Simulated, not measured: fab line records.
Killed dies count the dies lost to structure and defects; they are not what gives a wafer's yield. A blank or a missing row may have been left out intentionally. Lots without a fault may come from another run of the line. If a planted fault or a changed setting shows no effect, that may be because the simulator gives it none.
Split-lot experiment / flow sfqLine / on a route of 325 steps: 5 lots, 23 wafers read

## ON THE SPLIT
At SFQ_TRILAYER_M4_LITHO_PEB_096 (peb time 60 s), the setting pebTimeS was moved away from the recipe's 60 s on 7 of the 23 wafers read, by -10.7% to +13.7%. This setting was run at the recipe's value on the other wafers.

## FROM THE SPLIT ON TO THE READING: in between, the file shows 1 step
- SFQ_TRILAYER_M4_LITHO_DEVELOP_095: time 60 s

## THE READING
M4.cdNm (the simulator's own value, which no gauge read), in nm, at SFQ_TRILAYER_M4_BARC_OPEN_METAL_ETCH_123 (etches BARC in O2, target depth 125 nm, time 41.7 s). The file does not state a usual value for it. Across the 16 wafers here that went through the recipe, the average is 500.6 nm and the standard deviation 1.3 nm.

wafer=L074.2; tool, chamber at the split=lithoTrack-01, 0; pebTimeS as run, s=60; against the recipe=recipe; M4.cdNm, nm=502.1; against lot-mates on the recipe=-
wafer=L074.4; tool, chamber at the split=lithoTrack-01, 0; pebTimeS as run, s=60; against the recipe=recipe; M4.cdNm, nm=500.1; against lot-mates on the recipe=-
wafer=L074.5; tool, chamber at the split=lithoTrack-01, 0; pebTimeS as run, s=60; against the recipe=recipe; M4.cdNm, nm=501.2; against lot-mates on the recipe=-
wafer=L076.2; tool, chamber at the split=lithoTrack-01, 0; pebTimeS as run, s=53.57; against the recipe=-10.7%; M4.cdNm, nm=516.4; against lot-mates on the recipe=+16.2
wafer=L076.3; tool, chamber at the split=lithoTrack-01, 0; pebTimeS as run, s=53.57; against the recipe=-10.7%; M4.cdNm, nm=517.1; against lot-mates on the recipe=+16.9
wafer=L076.4; tool, chamber at the split=lithoTrack-01, 0; pebTimeS as run, s=60; against the recipe=recipe; M4.cdNm, nm=498.8; against lot-mates on the recipe=-
wafer=L076.5; tool, chamber at the split=lithoTrack-01, 0; pebTimeS as run, s=60; against the recipe=recipe; M4.cdNm, nm=502; against lot-mates on the recipe=-
wafer=L076.6; tool, chamber at the split=lithoTrack-01, 0; pebTimeS as run, s=60; against the recipe=recipe; M4.cdNm, nm=499.8; against lot-mates on the recipe=-
wafer=L078.1; tool, chamber at the split=lithoTrack-01, 0; pebTimeS as run, s=60; against the recipe=recipe; M4.cdNm, nm=502; against lot-mates on the recipe=-
wafer=L078.2; tool, chamber at the split=lithoTrack-01, 0; pebTimeS as run, s=60; against the recipe=recipe; M4.cdNm, nm=502.2; against lot-mates on the recipe=-
wafer=L078.3; tool, chamber at the split=lithoTrack-01, 0; pebTimeS as run, s=68.24; against the recipe=+13.7%; M4.cdNm, nm=483.8; against lot-mates on the recipe=-18.2
wafer=L078.4; tool, chamber at the split=lithoTrack-01, 0; pebTimeS as run, s=68.24; against the recipe=+13.7%; M4.cdNm, nm=483.5; against lot-mates on the recipe=-18.5
wafer=L078.5; tool, chamber at the split=lithoTrack-01, 0; pebTimeS as run, s=60; against the recipe=recipe; M4.cdNm, nm=501.7; against lot-mates on the recipe=-
wafer=L080.2; tool, chamber at the split=lithoTrack-01, 0; pebTimeS as run, s=60; against the recipe=recipe; M4.cdNm, nm=500.2; against lot-mates on the recipe=-
wafer=L080.3; tool, chamber at the split=lithoTrack-01, 0; pebTimeS as run, s=60; against the recipe=recipe; M4.cdNm, nm=500.6; against lot-mates on the recipe=-
wafer=L080.4; tool, chamber at the split=lithoTrack-01, 0; pebTimeS as run, s=60; against the recipe=recipe; M4.cdNm, nm=501.4; against lot-mates on the recipe=-
wafer=L080.5; tool, chamber at the split=lithoTrack-01, 0; pebTimeS as run, s=60; against the recipe=recipe; M4.cdNm, nm=500.5; against lot-mates on the recipe=-
wafer=L080.6; tool, chamber at the split=lithoTrack-01, 0; pebTimeS as run, s=60; against the recipe=recipe; M4.cdNm, nm=500.1; against lot-mates on the recipe=-
wafer=L083.1; tool, chamber at the split=lithoTrack-02, 0; pebTimeS as run, s=60; against the recipe=recipe; M4.cdNm, nm=498; against lot-mates on the recipe=-
wafer=L083.3; tool, chamber at the split=lithoTrack-02, 0; pebTimeS as run, s=63.96; against the recipe=+6.6%; M4.cdNm, nm=489.2; against lot-mates on the recipe=-9.1
wafer=L083.4; tool, chamber at the split=lithoTrack-02, 0; pebTimeS as run, s=60; against the recipe=recipe; M4.cdNm, nm=498.6; against lot-mates on the recipe=-
wafer=L083.5; tool, chamber at the split=lithoTrack-02, 0; pebTimeS as run, s=63.96; against the recipe=+6.6%; M4.cdNm, nm=490.4; against lot-mates on the recipe=-7.9
wafer=L083.6; tool, chamber at the split=lithoTrack-02, 0; pebTimeS as run, s=63.96; against the recipe=+6.6%; M4.cdNm, nm=489.6; against lot-mates on the recipe=-8.7

FIT RESULTS
A straight line over all 23 wafers: M4.cdNm changes by -1.39 nm for each +1% of pebTimeS; r = -0.98; the points scatter about the line by 1.5 nm.
The same after taking each lot's own level away (the mean of its wafers on the recipe; 23 wafers): -1.4 nm for each +1%; r = -0.99; scatter 0.86 nm.
On that fit, the largest move of pebTimeS shifts the reading by 19 nm.
The span of the lots' own levels, 498.30 to 501.97 nm, comes to 2.9 times the standard deviation stated above.
The two slopes are in agreement: the lot-to-lot level therefore moves the slope only a little.
Check: for one of the wafers moved furthest among these (+13.7%), held out of the fit, the line's prediction against its lot-mates is -19.3 nm. It came out at -18.2 nm against them.

## FURTHER SPLITS ON THESE WAFERS
Before the reading, these wafers also passed through other splits. Each is held against what the fit with the lots' levels taken away leaves over:
other split on the same wafers=SFQ_TRILAYER_M4_LITHO_COAT_098 spinRpm; wafers away from the commonest value=7; r with M4.cdNm (lot level and that fit taken away)=-0.49

## THE FILE'S OWN FIT
M4.cdNm changes by -1.4 nm for each +1% of pebTimeS, r = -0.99.
